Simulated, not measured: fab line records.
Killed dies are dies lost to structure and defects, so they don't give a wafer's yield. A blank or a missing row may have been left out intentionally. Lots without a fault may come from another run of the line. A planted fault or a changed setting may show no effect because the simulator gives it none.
The tool behind it: which one? || flow gf180mcu || 24 lots with 72 wafers sampled at 4 steps, on a route of 602 steps

== WHAT EACH GAUGE READ, for each wafer ==
GF_MIM_THK_MEAS_06.
{"lot": "L074", "measured": "day 25 02:46", "on": "film-metro-02", "MIM_CVD_05_THK (nm)": "41.5 41.1 42.3"}
{"lot": "L075", "measured": "day 25 03:30", "on": "film-metro-02", "MIM_CVD_05_THK (nm)": "42.2 41.7 41.8"}
{"lot": "L076", "measured": "day 25 08:52", "on": "film-metro-03", "MIM_CVD_05_THK (nm)": "41.5 41.6 42.5"}
{"lot": "L077", "measured": "day 25 14:15", "on": "film-metro-01", "MIM_CVD_05_THK (nm)": "41.6 41.4 42.1"}
{"lot": "L078", "measured": "day 25 19:39", "on": "film-metro-03", "MIM_CVD_05_THK (nm)": "42.2 42.5 42.4"}
{"lot": "L079", "measured": "day 26 15:07", "on": "film-metro-03", "MIM_CVD_05_THK (nm)": "41.3 42.2 41.4"}
{"lot": "L080", "measured": "day 27 01:11", "on": "film-metro-03", "MIM_CVD_05_THK (nm)": "41.6 41.5 42.3"}
{"lot": "L081", "measured": "day 27 01:45", "on": "film-metro-01", "MIM_CVD_05_THK (nm)": "40.9 41.8 42.2"}
{"lot": "L082", "measured": "day 27 03:59", "on": "film-metro-02", "MIM_CVD_05_THK (nm)": "41.8 42.3 42.3"}
{"lot": "L083", "measured": "day 27 15:16", "on": "film-metro-03", "MIM_CVD_05_THK (nm)": "40.8 41.8 41.4"}
{"lot": "L084", "measured": "day 28 07:17", "on": "film-metro-02", "MIM_CVD_05_THK (nm)": "41.7 43.0 42.7"}
{"lot": "L085", "measured": "day 28 15:29", "on": "film-metro-01", "MIM_CVD_05_THK (nm)": "40.7 42.0 42.0"}
{"lot": "L086", "measured": "day 28 15:54", "on": "film-metro-03", "MIM_CVD_05_THK (nm)": "42.0 42.8 43.6"}
{"lot": "L087", "measured": "day 28 20:17", "on": "film-metro-01", "MIM_CVD_05_THK (nm)": "42.5 42.2 42.8"}
{"lot": "L088", "measured": "day 29 00:15", "on": "film-metro-03", "MIM_CVD_05_THK (nm)": "42.4 42.6 42.7"}
{"lot": "L090", "measured": "day 29 22:28", "on": "film-metro-02", "MIM_CVD_05_THK (nm)": "41.8 41.7 42.5"}
{"lot": "L089", "measured": "day 29 23:35", "on": "film-metro-03", "MIM_CVD_05_THK (nm)": "42.2 41.9 42.6"}
{"lot": "L091", "measured": "day 30 07:41", "on": "film-metro-03", "MIM_CVD_05_THK (nm)": "41.8 42.1 41.7"}
{"lot": "L092", "measured": "day 30 09:44", "on": "film-metro-02", "MIM_CVD_05_THK (nm)": "41.3 41.5 42.8"}
{"lot": "L093", "measured": "day 30 14:52", "on": "film-metro-02", "MIM_CVD_05_THK (nm)": "41.7 42.7 41.5"}
{"lot": "L094", "measured": "day 30 22:02", "on": "film-metro-02", "MIM_CVD_05_THK (nm)": "41.5 41.6 41.6"}
{"lot": "L095", "measured": "day 31 00:48", "on": "film-metro-03", "MIM_CVD_05_THK (nm)": "41.5 41.0 42.2"}
{"lot": "L096", "measured": "day 31 06:04", "on": "film-metro-01", "MIM_CVD_05_THK (nm)": "42.4 41.1 42.8"}
{"lot": "L097", "measured": "day 31 11:30", "on": "film-metro-02", "MIM_CVD_05_THK (nm)": "42.0 41.4 42.5"}

== WHICH TOOL RAN EACH LOT (tool, then ch and the chambers of the sampled wafers, then the start) ==
{"lot": "L074", "GF_V1_SPUTTER_22": "pvd-sputter-02, day 18 18:49", "GF_V2_ETCH_17": "rie-diel-04 ch 0,2,3, day 23 03:07 or earlier", "GF_M4_SPUTTER_00": "pvd-sputter-03, day 23 03:07"}
{"lot": "L075", "GF_V1_SPUTTER_22": "pvd-sputter-02, day 18 19:20", "GF_V2_ETCH_17": "rie-diel-02 ch 0,1,2, day 23 03:49 or earlier", "GF_M4_SPUTTER_00": "pvd-sputter-02, day 23 03:49"}
{"lot": "L076", "GF_V1_SPUTTER_22": "pvd-sputter-01, day 19 03:05", "GF_V2_ETCH_17": "rie-diel-01 ch 0,1,3, day 23 08:31 or earlier", "GF_M4_SPUTTER_00": "pvd-sputter-03, day 23 08:31"}
{"lot": "L077", "GF_V1_SPUTTER_22": "pvd-sputter-04, day 19 10:02", "GF_V2_ETCH_17": "rie-diel-02 ch 0,2,3, day 23 15:26 or earlier", "GF_M4_SPUTTER_00": "pvd-sputter-03, day 23 15:26"}
{"lot": "L078", "GF_V1_SPUTTER_22": "pvd-sputter-04, day 19 16:25", "GF_V2_ETCH_17": "rie-diel-04 ch 0,1,2, day 23 20:01 or earlier", "GF_M4_SPUTTER_00": "pvd-sputter-02, day 23 20:01"}
{"lot": "L079", "GF_V1_SPUTTER_22": "pvd-sputter-01, day 20 13:11", "GF_V2_ETCH_17": "rie-diel-01 ch 0,1, day 24 17:16 or earlier", "GF_M4_SPUTTER_00": "pvd-sputter-03, day 24 17:16"}
{"lot": "L080", "GF_V1_SPUTTER_22": "pvd-sputter-04, day 21 00:35", "GF_V2_ETCH_17": "rie-diel-01 ch 2,3, day 25 03:55 or earlier", "GF_M4_SPUTTER_00": "pvd-sputter-02, day 25 03:55"}
{"lot": "L081", "GF_V1_SPUTTER_22": "pvd-sputter-01, day 21 02:23", "GF_V2_ETCH_17": "rie-diel-02 ch 2,3, day 25 04:21 or earlier", "GF_M4_SPUTTER_00": "pvd-sputter-01, day 25 04:21"}
{"lot": "L082", "GF_V1_SPUTTER_22": "pvd-sputter-01, day 21 05:55", "GF_V2_ETCH_17": "rie-diel-04 ch 0,1, day 25 06:49 or earlier", "GF_M4_SPUTTER_00": "pvd-sputter-02, day 25 06:49"}
{"lot": "L083", "GF_V1_SPUTTER_22": "pvd-sputter-04, day 21 17:37", "GF_V2_ETCH_17": "rie-diel-04 ch 1,3, day 25 17:56 or earlier", "GF_M4_SPUTTER_00": "pvd-sputter-02, day 25 17:56"}
{"lot": "L084", "GF_V1_SPUTTER_22": "pvd-sputter-01, day 22 12:17", "GF_V2_ETCH_17": "rie-diel-02 ch 0,3, day 26 11:06 or earlier", "GF_M4_SPUTTER_00": "pvd-sputter-03, day 26 11:06"}
{"lot": "L085", "GF_V1_SPUTTER_22": "pvd-sputter-04, day 22 19:05", "GF_V2_ETCH_17": "rie-diel-01 ch 1,2, day 26 17:22 or earlier", "GF_M4_SPUTTER_00": "pvd-sputter-03, day 26 17:22"}
{"lot": "L086", "GF_V1_SPUTTER_22": "pvd-sputter-04, day 22 22:17", "GF_V2_ETCH_17": "rie-diel-04 ch 0,1,2, day 26 20:45 or earlier", "GF_M4_SPUTTER_00": "pvd-sputter-02, day 26 20:45"}
{"lot": "L087", "GF_V1_SPUTTER_22": "pvd-sputter-02, day 23 04:37", "GF_V2_ETCH_17": "rie-diel-01 ch 0,2, day 27 01:22 or earlier", "GF_M4_SPUTTER_00": "pvd-sputter-01, day 27 01:22"}
{"lot": "L088", "GF_V1_SPUTTER_22": "pvd-sputter-04, day 23 10:45", "GF_V2_ETCH_17": "rie-diel-01 ch 1,2, day 27 06:00 or earlier", "GF_M4_SPUTTER_00": "pvd-sputter-01, day 27 06:00"}
{"lot": "L090", "GF_V1_SPUTTER_22": "pvd-sputter-02, day 24 09:55", "GF_V2_ETCH_17": "rie-diel-04 ch 1,2,3, day 28 03:58 or earlier", "GF_M4_SPUTTER_00": "pvd-sputter-02, day 28 03:58"}
{"lot": "L089", "GF_V1_SPUTTER_22": "pvd-sputter-04, day 24 12:25", "GF_V2_ETCH_17": "rie-diel-01 ch 1,3, day 28 05:19 or earlier", "GF_M4_SPUTTER_00": "pvd-sputter-03, day 28 05:19"}
{"lot": "L091", "GF_V1_SPUTTER_22": "pvd-sputter-04, day 24 21:56", "GF_V2_ETCH_17": "rie-diel-04 ch 0,2,3, day 28 14:10 or earlier", "GF_M4_SPUTTER_00": "pvd-sputter-01, day 28 14:10"}
{"lot": "L092", "GF_V1_SPUTTER_22": "pvd-sputter-04, day 24 22:40", "GF_V2_ETCH_17": "rie-diel-02 ch 0,1,2, day 28 16:26 or earlier", "GF_M4_SPUTTER_00": "pvd-sputter-03, day 28 16:26"}
{"lot": "L093", "GF_V1_SPUTTER_22": "pvd-sputter-02, day 25 05:49", "GF_V2_ETCH_17": "rie-diel-01 ch 1,2,3, day 28 22:07 or earlier", "GF_M4_SPUTTER_00": "pvd-sputter-02, day 28 22:07"}
{"lot": "L094", "GF_V1_SPUTTER_22": "pvd-sputter-01, day 25 14:42", "GF_V2_ETCH_17": "rie-diel-02 ch 1,2,3, day 29 04:48 or earlier", "GF_M4_SPUTTER_00": "pvd-sputter-03, day 29 04:48"}
{"lot": "L095", "GF_V1_SPUTTER_22": "pvd-sputter-01, day 25 19:08", "GF_V2_ETCH_17": "rie-diel-01 ch 0,2,3, day 29 09:13 or earlier", "GF_M4_SPUTTER_00": "pvd-sputter-03, day 29 09:13"}
{"lot": "L096", "GF_V1_SPUTTER_22": "pvd-sputter-04, day 25 22:14", "GF_V2_ETCH_17": "rie-diel-02 ch 0,2,3, day 29 13:43 or earlier", "GF_M4_SPUTTER_00": "pvd-sputter-03, day 29 13:43"}
{"lot": "L097", "GF_V1_SPUTTER_22": "pvd-sputter-04, day 26 06:52", "GF_V2_ETCH_17": "rie-diel-02 ch 1,2,3, day 29 19:54 or earlier", "GF_M4_SPUTTER_00": "pvd-sputter-01, day 29 19:54"}
- GF_V1_SPUTTER_22: material TiN, target thk 10 nm, time 40 s.
- GF_V2_ETCH_17: etches SiO2 in C4F8/O2/Ar, stops on TiN, target depth 630 nm.
- GF_M4_SPUTTER_00: material Ti, target thk 37.5 nm, time 150 s.

== AS READ BY THE TOOLS THEMSELVES (means over the sampled wafers that have a number; for cases with no such wafer, the mark the record gives instead) ==
GF_V1_SPUTTER_22.
{"lot": "L074", "tool": "pvd-sputter-02", "throttle-valve-pct (%)": 29.8}
{"lot": "L075", "tool": "pvd-sputter-02", "throttle-valve-pct (%)": 29.3}
{"lot": "L076", "tool": "pvd-sputter-01", "throttle-valve-pct (%)": 30.5}
{"lot": "L077", "tool": "pvd-sputter-04", "throttle-valve-pct (%)": 30.0}
{"lot": "L078", "tool": "pvd-sputter-04", "throttle-valve-pct (%)": 29.5}
{"lot": "L079", "tool": "pvd-sputter-01", "throttle-valve-pct (%)": 31.0}
{"lot": "L080", "tool": "pvd-sputter-04", "throttle-valve-pct (%)": 30.1}
{"lot": "L081", "tool": "pvd-sputter-01", "throttle-valve-pct (%)": 31.0}
{"lot": "L082", "tool": "pvd-sputter-01", "throttle-valve-pct (%)": 31.1}
{"lot": "L083", "tool": "pvd-sputter-04", "throttle-valve-pct (%)": 29.9}
{"lot": "L084", "tool": "pvd-sputter-01", "throttle-valve-pct (%)": 30.8}
{"lot": "L085", "tool": "pvd-sputter-04", "throttle-valve-pct (%)": 30.3}
{"lot": "L086", "tool": "pvd-sputter-04", "throttle-valve-pct (%)": 30.7}
{"lot": "L087", "tool": "pvd-sputter-02", "throttle-valve-pct (%)": 30.0}
{"lot": "L088", "tool": "pvd-sputter-04", "throttle-valve-pct (%)": 30.5}
{"lot": "L090", "tool": "pvd-sputter-02", "throttle-valve-pct (%)": 30.2}
{"lot": "L089", "tool": "pvd-sputter-04", "throttle-valve-pct (%)": 31.0}
{"lot": "L091", "tool": "pvd-sputter-04", "throttle-valve-pct (%)": 30.7}
{"lot": "L092", "tool": "pvd-sputter-04", "throttle-valve-pct (%)": 30.6}
{"lot": "L093", "tool": "pvd-sputter-02", "throttle-valve-pct (%)": 30.1}
{"lot": "L094", "tool": "pvd-sputter-01", "throttle-valve-pct (%)": 30.8}
{"lot": "L095", "tool": "pvd-sputter-01", "throttle-valve-pct (%)": 30.8}
{"lot": "L096", "tool": "pvd-sputter-04", "throttle-valve-pct (%)": 30.4}
{"lot": "L097", "tool": "pvd-sputter-04", "throttle-valve-pct (%)": 30.6}

GF_V2_ETCH_17.
{"lot": "L074", "tool": "rie-diel-04", "oes-product-au (a.u.)": 0.854}
{"lot": "L075", "tool": "rie-diel-02", "oes-product-au (a.u.)": 0.854}
{"lot": "L076", "tool": "rie-diel-01", "oes-product-au (a.u.)": 0.857}
{"lot": "L077", "tool": "rie-diel-02", "oes-product-au (a.u.)": 0.853}
{"lot": "L078", "tool": "rie-diel-04", "oes-product-au (a.u.)": 0.853}
{"lot": "L079", "tool": "rie-diel-01", "oes-product-au (a.u.)": 0.855}
{"lot": "L080", "tool": "rie-diel-01", "oes-product-au (a.u.)": 0.858}
{"lot": "L081", "tool": "rie-diel-02", "oes-product-au (a.u.)": 0.859}
{"lot": "L082", "tool": "rie-diel-04", "oes-product-au (a.u.)": 0.858}
{"lot": "L083", "tool": "rie-diel-04", "oes-product-au (a.u.)": 0.856}
{"lot": "L084", "tool": "rie-diel-02", "oes-product-au (a.u.)": 0.856}
{"lot": "L085", "tool": "rie-diel-01", "oes-product-au (a.u.)": 0.853}
{"lot": "L086", "tool": "rie-diel-04", "oes-product-au (a.u.)": 0.856}
{"lot": "L087", "tool": "rie-diel-01", "oes-product-au (a.u.)": 0.854}
{"lot": "L088", "tool": "rie-diel-01", "oes-product-au (a.u.)": 0.860}
{"lot": "L090", "tool": "rie-diel-04", "oes-product-au (a.u.)": 0.858}
{"lot": "L089", "tool": "rie-diel-01", "oes-product-au (a.u.)": 0.856}
{"lot": "L091", "tool": "rie-diel-04", "oes-product-au (a.u.)": 0.857}
{"lot": "L092", "tool": "rie-diel-02", "oes-product-au (a.u.)": 0.858}
{"lot": "L093", "tool": "rie-diel-01", "oes-product-au (a.u.)": 0.851}
{"lot": "L094", "tool": "rie-diel-02", "oes-product-au (a.u.)": 0.858}
{"lot": "L095", "tool": "rie-diel-01", "oes-product-au (a.u.)": 0.855}
{"lot": "L096", "tool": "rie-diel-02", "oes-product-au (a.u.)": 0.857}
{"lot": "L097", "tool": "rie-diel-02", "oes-product-au (a.u.)": 0.852}

GF_M4_SPUTTER_00.
{"lot": "L074", "tool": "pvd-sputter-03", "throttle-valve-pct (%)": 30.0}
{"lot": "L075", "tool": "pvd-sputter-02", "throttle-valve-pct (%)": 29.8}
{"lot": "L076", "tool": "pvd-sputter-03", "throttle-valve-pct (%)": 29.6}
{"lot": "L077", "tool": "pvd-sputter-03", "throttle-valve-pct (%)": 30.1}
{"lot": "L078", "tool": "pvd-sputter-02", "throttle-valve-pct (%)": 29.4}
{"lot": "L079", "tool": "pvd-sputter-03", "throttle-valve-pct (%)": 29.2}
{"lot": "L080", "tool": "pvd-sputter-02", "throttle-valve-pct (%)": 30.0}
{"lot": "L081", "tool": "pvd-sputter-01", "throttle-valve-pct (%)": 30.3}
{"lot": "L082", "tool": "pvd-sputter-02", "throttle-valve-pct (%)": 30.0}
{"lot": "L083", "tool": "pvd-sputter-02", "throttle-valve-pct (%)": 29.9}
{"lot": "L084", "tool": "pvd-sputter-03", "throttle-valve-pct (%)": 29.6}
{"lot": "L085", "tool": "pvd-sputter-03", "throttle-valve-pct (%)": 30.3}
{"lot": "L086", "tool": "pvd-sputter-02", "throttle-valve-pct (%)": 29.8}
{"lot": "L087", "tool": "pvd-sputter-01", "throttle-valve-pct (%)": 30.8}
{"lot": "L088", "tool": "pvd-sputter-01", "throttle-valve-pct (%)": 30.9}
{"lot": "L090", "tool": "pvd-sputter-02", "throttle-valve-pct (%)": 29.5}
{"lot": "L089", "tool": "pvd-sputter-03", "throttle-valve-pct (%)": 29.3}
{"lot": "L091", "tool": "pvd-sputter-01", "throttle-valve-pct (%)": 30.6}
{"lot": "L092", "tool": "pvd-sputter-03", "throttle-valve-pct (%)": 30.4}
{"lot": "L093", "tool": "pvd-sputter-02", "throttle-valve-pct (%)": 29.3}
{"lot": "L094", "tool": "pvd-sputter-03", "throttle-valve-pct (%)": 29.8}
{"lot": "L095", "tool": "pvd-sputter-03", "throttle-valve-pct (%)": 29.6}
{"lot": "L096", "tool": "pvd-sputter-03", "throttle-valve-pct (%)": 29.5}
{"lot": "L097", "tool": "pvd-sputter-01", "throttle-valve-pct (%)": 30.6}

== THE ANSWER, worked out from the rows above alone ==
Rule: the lots themselves supply what counts as usual. Put in order of their means at a reading, lots are off if they are a third of the lots or fewer, leave a main group of 4 or more, and stand apart from it by a gap of 3 or more times the standard deviation of the main group's means; of several such gaps the widest counts. Not used: any main group whose means are identical at the precision the tables above print for the reading. A lot without any number at a reading at which 4 lots or more have one is off too. The other lots that the step has rows for count as sound. First the gauges in route order, then the tools' own readings, where a lot's mean is used as printed above. At the first step where some lot is off, the reading lying furthest off is the one used; lots without a number count as furthest.
No lot is off on any of the readings shown, so nothing can be concluded from this.

== WHAT THE SIMULATOR HAD INSERTED ==
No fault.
